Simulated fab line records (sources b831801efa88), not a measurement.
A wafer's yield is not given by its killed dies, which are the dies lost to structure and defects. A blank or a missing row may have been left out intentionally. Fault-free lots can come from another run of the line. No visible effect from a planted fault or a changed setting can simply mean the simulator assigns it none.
fab line records + flow sky130
record
- lots=13
- wafers=39
- lastDay=50
route steps=708 shown LI_CONTACT@379 PAD_OPEN@708
lots untouched by any fault: they come from a run of this same line in which no faults occurred
startH: the number of hours between the record's first day and the start of the first shown wafer of the lot + waitH: hours from the lot's prior step to this one + " as in the row above + L1.1+2: several wafers, shown together as one row + - no value, or no start was given + * or withheld: withheld + < > ~ a bound
route shown NAME@n: a module of which the file shows steps, and the number in the route of the first + usual: mean/standard deviation taken from wafers without a fault + same: alike in all rows + chamber/n: place in a boat + sites: per-site readings + _std_site: standard deviation across them + _edge_site: the outer-site mean with the inner-site mean subtracted + radiusMm: how far each site lies from the wafer's centre + mask NAME#n: copy n + behind: tool/chamber where the wafer was last shaped + hold: cause of the lot's hold/its duration in hours/its outcome + device: transistor that didn't switch, given as n, p or np + end of line: tests run on the same wafers once the route is complete + a step given without rows: its recipe and nothing more + killed: dies that structure and defects cost at the first sort, which is not the same as the wafer's yield + map: shows each die of a wafer: x if killed, . if not, _ if none is there
set.NAME: the setting that was run; set.NAME@STEP: the one run at that earlier step + model.NAME: the simulator's own value behind a step, which no gauge read
steps of the route over a sample of lots; a table a step, a row a wafer
services: from which hour (startH, from the record's first day; less than 0 if before it) a tool's chamber was out of use, for how many hours, and why
## steps
# step SKY_LI_CONTACT_CLEAN_17
# recipe
- chemistry=NMP
- timeS=600
- tempC=60
- dry=n2Spin
| lot.wafer  | tool        | chamber | startH | waitH |
|------------|-------------|---------|--------|-------|
| L620.2+5+6 | wetBench-03 | 1       | 680.25 | 0.1   |
| L619.1+3+5 | wetBench-04 | 1       | 681.29 | 0.1   |
| L621.4+5+6 | wetBench-04 | 1       | 688.04 | 0.0   |
| L622.2+3+4 | wetBench-02 | 2       | 707.24 | 0.1   |
| L624.1+2+4 | wetBench-02 | 2       | 718.55 | 0.1   |
| L623.1+3+5 | wetBench-04 | 2       | 720.49 | 0.1   |
| L625.3+4+6 | wetBench-03 | 1       | 721.52 | 0.0   |
| L630.2+3+6 | wetBench-03 | 2       | 761.85 | 0.1   |
| L633.1+4+6 | wetBench-02 | 1       | 784.50 | 0.1   |
| L634.2+3+5 | wetBench-04 | 3       | 795.20 | 0.1   |
| L635.1+5+6 | wetBench-04 | 1       | 800.60 | 0.1   |
| L640.2+3+5 | wetBench-04 | 0       | 838.05 | 0.1   |
| L641.1+3+5 | wetBench-02 | 0       | 838.70 | 0.1   |
# step SKY_PAD_OPEN_PROBE_99
# usual
- killed_at_M0_to_M3=43/7.2
- killed_at_M4_up=3.3/2
- killedAtContacts=25/5.8
- killedAtFrontEnd=15/4.5
- killedAtOther=0.3/0.62
- killedDies=86/9.4
- killedOpen=47/7.1
- killedShort=39/6
# same
- grossDies=492
- killedAtBackSide=0
| lot.wafer | tool      | chamber | startH  | waitH | killed_at_M0_to_M3 | killed_at_M4_up | killedAtContacts | killedAtFrontEnd | killedAtOther | killedDies | killedOpen | killedShort |
|-----------|-----------|---------|---------|-------|--------------------|-----------------|------------------|------------------|---------------|------------|------------|-------------|
| L630.2    | prober-02 | -       | 1139.44 | 0.1   | 38                 | 7               | 68               | 15               | 0             | 128        | 49         | 40          |
| L630.3    | prober-02 | -       | 1139.49 | 0.2   | 41                 | 1               | 66               | 14               | 0             | 122        | 44         | 34          |
| L630.6    | prober-02 | -       | 1139.64 | 0.2   | 45                 | 3               | 61               | 9                | 0             | 118        | 48         | 31          |
# killed by level:class
L630.2 LI_CONTACT:unspecified=39 CONTACT:geometricParticle:open=12 VIA1:geometricParticle:open=10 VIA3:geometricParticle:open=8 METAL1:geometricParticle:short=6 FIELD_ISO:geometricParticle:open=5 LI_CONTACT:geometricParticle:open=5 CONTACT:geometricParticle:short=5
L630.3 LI_CONTACT:unspecified=44 CONTACT:geometricParticle:open=12 VIA3:geometricParticle:open=8 CONTACT:geometricParticle:short=7 VIA1:geometricParticle:short=7 VIA1:geometricParticle:open=7 POLY_GATE:geometricParticle:open=5 VIA2:geometricParticle:open=5
L630.6 LI_CONTACT:unspecified=39 VIA1:geometricParticle:open=16 CONTACT:geometricParticle:open=11 VIA3:geometricParticle:open=5 VIA1:geometricParticle:short=5 LOCAL_INTERCONNECT:geometricParticle:short=4 METAL1:geometricParticle:short=4 FIELD_ISO:geometricParticle:open=3
## services
| tool        | chamber | startH | hours | kind   |
|-------------|---------|--------|-------|--------|
| wetBench-03 | -       | 774.97 | 3.8   | repair |
| wetBench-02 | -       | 792.26 | 4.4   | pm     |
## key
firstSign
- step=SKY_PAD_OPEN_PROBE_99
- reading=killedAtContacts
- direction=up
- sigmas=6.9
- usual=25
- struck=65
effect
- step=SKY_PAD_OPEN_PROBE_99
- reading=killedDies
- direction=up
- sigmas=3.9
- usual=86
- struck=123
metAt SKY_LI_CONTACT_CLEAN_17
struckLots L630
struckWafers L630.2,L630.3,L630.6
testerLeftOut L630
fault
- kind=chamberParticleSource
- tool=wetBench-03
- chamber=2
- onsetH=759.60
- steps=SKY_LI_CONTACT_CLEAN_17
- ratePerVisitCm2=0.6192
- endH=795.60
# testerLeftOut: of these lots the tester's yield and bins aren't shown, on N5 and GAA mostly nor the transistor test; their killed dies are dies lost to structure and defects alone, not to doping, threshold or leakage, so they don't give the yield
